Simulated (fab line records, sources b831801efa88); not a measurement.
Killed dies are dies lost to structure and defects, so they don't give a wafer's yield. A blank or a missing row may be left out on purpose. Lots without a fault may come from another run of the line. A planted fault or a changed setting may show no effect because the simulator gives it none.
Chamber matching | flow gf180mcu | GF_HV_LDD_ETCHBACK_58 on rie_diel-01: 4 sister chambers
The step etches Si3N4 in CH3F/O2, stops on SiO2, time 100 s, target depth 90 nm. 4 wafers are shown with their chamber, then 12 later ones without.

WAFERS WITH THEIR CHAMBER
wafer  | chamber | drypump_motor_current_A (A)
L083.4 | 0       | 5.7
L089.4 | 2       | 5.8
L090.2 | 3       | 6.4
L090.5 | 1       | 5.8

WAFERS WITHOUT THEIR CHAMBER
wafer  | drypump_motor_current_A (A)
L092.1 | 5.9
L092.2 | 5.8
L092.5 | 5.8
L094.1 | 5.8
L094.2 | 6.3
L094.3 | 5.8
L096.1 | 5.8
L096.2 | 6.3
L096.4 | 6.4
L097.2 | 5.8
L097.5 | 6.3
L097.6 | 5.9

WHICH CHAMBER EACH WENT THROUGH
wafer  | from the rows above          | in truth
L092.1 | can't be placed: 1 or 2 or 0 | 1
L092.2 | can't be placed: 1 or 2 or 0 | 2
L092.5 | can't be placed: 1 or 2 or 0 | 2
L094.1 | can't be placed: 1 or 2 or 0 | 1
L094.2 | 3                            | 3
L094.3 | can't be placed: 1 or 2 or 0 | 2
L096.1 | can't be placed: 1 or 2 or 0 | 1
L096.2 | 3                            | 3
L096.4 | 3                            | 3
L097.2 | can't be placed: 1 or 2 or 0 | 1
L097.5 | 3                            | 3
L097.6 | can't be placed: 1 or 2 or 0 | 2
Placed correctly: 4 of 12. Can't be placed from these rows: 8 (the true chamber is among the candidates in 8). Placed wrongly: 0.
How it was worked out, from the rows above alone: a wafer's distance from a chamber is the root of the sum, over the readings, of the square of ((its reading less the chamber's mean) divided by the reading's scatter). The wafer belongs to the nearest chamber; if the next one is less than 2 further off, it can't be placed. A chamber's mean is the mean of its shown wafers. The scatter: with one shown wafer a chamber, the root of the mean of the squares of how far each hidden wafer lies from its nearest shown one.
